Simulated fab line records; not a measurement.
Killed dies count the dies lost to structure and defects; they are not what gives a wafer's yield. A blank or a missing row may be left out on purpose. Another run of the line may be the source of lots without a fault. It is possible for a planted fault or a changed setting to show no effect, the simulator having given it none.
Problem report, 8D (eight disciplines) form, completed by code ; flow sky130 ; the parts of the form that need people (team, actions taken, sign-off) are left out

## 1. WHAT IS WRONG
cd nm at SKY_CONTACT_CD_MEAS_14 reads a mean of 151.2 nm on 4 wafers of 3 lots; wafers without a fault read 170.4 nm with a standard deviation of 1.2. That puts it -16 standard deviations away from the usual mean.
The step: target cd 170 nm.
Earliest sighting: wafer L447.2 on cd sem-02 at day 35 13:35. At this step, 38 wafers from 13 lots have a number in the record. Rule for "out", or "out of limits": more than 4 standard deviations from the usual mean. The other wafers with a number count as sound.

## 2. WHAT IT IS AND WHAT IT IS NOT
question;is;is not
which readings at this step;cd nm;-
which lots;L447, L449, L450;L436, L437, L438, L440, L441, L442, L444, L446, L458, L459
which wafers of those lots;L447.2, L449.1, L449.2, L450.1;L447.4, L447.5, L449.4, L450.5
read on which gauges;cd sem-01, cd sem-02;-
when;from day 35 13:35;"up to then (26 sound wafers); but 8 sound wafers of L449, L450, L458, L459 came after"

## 3. WHAT RULES OUT EACH SUSPECT
Counting: if a tool at a process step up to the reading ran every lot that is out, it stays a suspect. Sound lots after the first of them don't rule it out here, since some wafers of a struck lot are sound.
- the gauge at SKY_CONTACT_CD_MEAS_14 has been ruled out. 2 gauges (cd sem-01, cd sem-02) read the wafers that are out.
- krf scanner-01 at SKY_CONTACT_EXPOSE_11 (exposes mask CTM1, target cd 170 nm): kept. Ran every lot that is out, first one L447 (day 35 01:05); last sound lot up to then L446 (day 34 12:58).
Left after counting: krf scanner-01 at SKY_CONTACT_EXPOSE_11.

## 4. THE CAUSE (what the simulator had put in)
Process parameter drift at SKY_CONTACT_EXPOSE_11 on krf scanner-01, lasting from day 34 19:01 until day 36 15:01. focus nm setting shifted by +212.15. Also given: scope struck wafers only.
After counting, this tool was the only one left.

## 5. SEQUENCE OF EFFECTS, ordered by route
Rows list readings where the struck wafers' mean (over those with a number) sits beyond 3 standard deviations from the usual. Scope: only readings with a usual standard deviation given in the record; hours: median across lots of the time from each lot's start at the first step in this table that gives one to its start at this step; sigmas: change in usual standard deviations.
hours;step;reading;usual;on struck wafers;change;sigmas
0;SKY_CONTACT_CD_MEAS_14;cd nm;170.4 nm;151.2;-19.2;-16

## 6. WHAT WOULD HAVE CAUGHT IT SOONER
Counted from the fault's start at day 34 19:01, it took 19 hours until the first out-of-limits reading at a measuring or inspecting step in this record, taken at day 35 13:35.
L449, L450, from the lots that are out (3), started SKY_CONTACT_EXPOSE_11 on krf scanner-01 later than day 35 13:35. A hold on the tool at that time would have spared those 2.
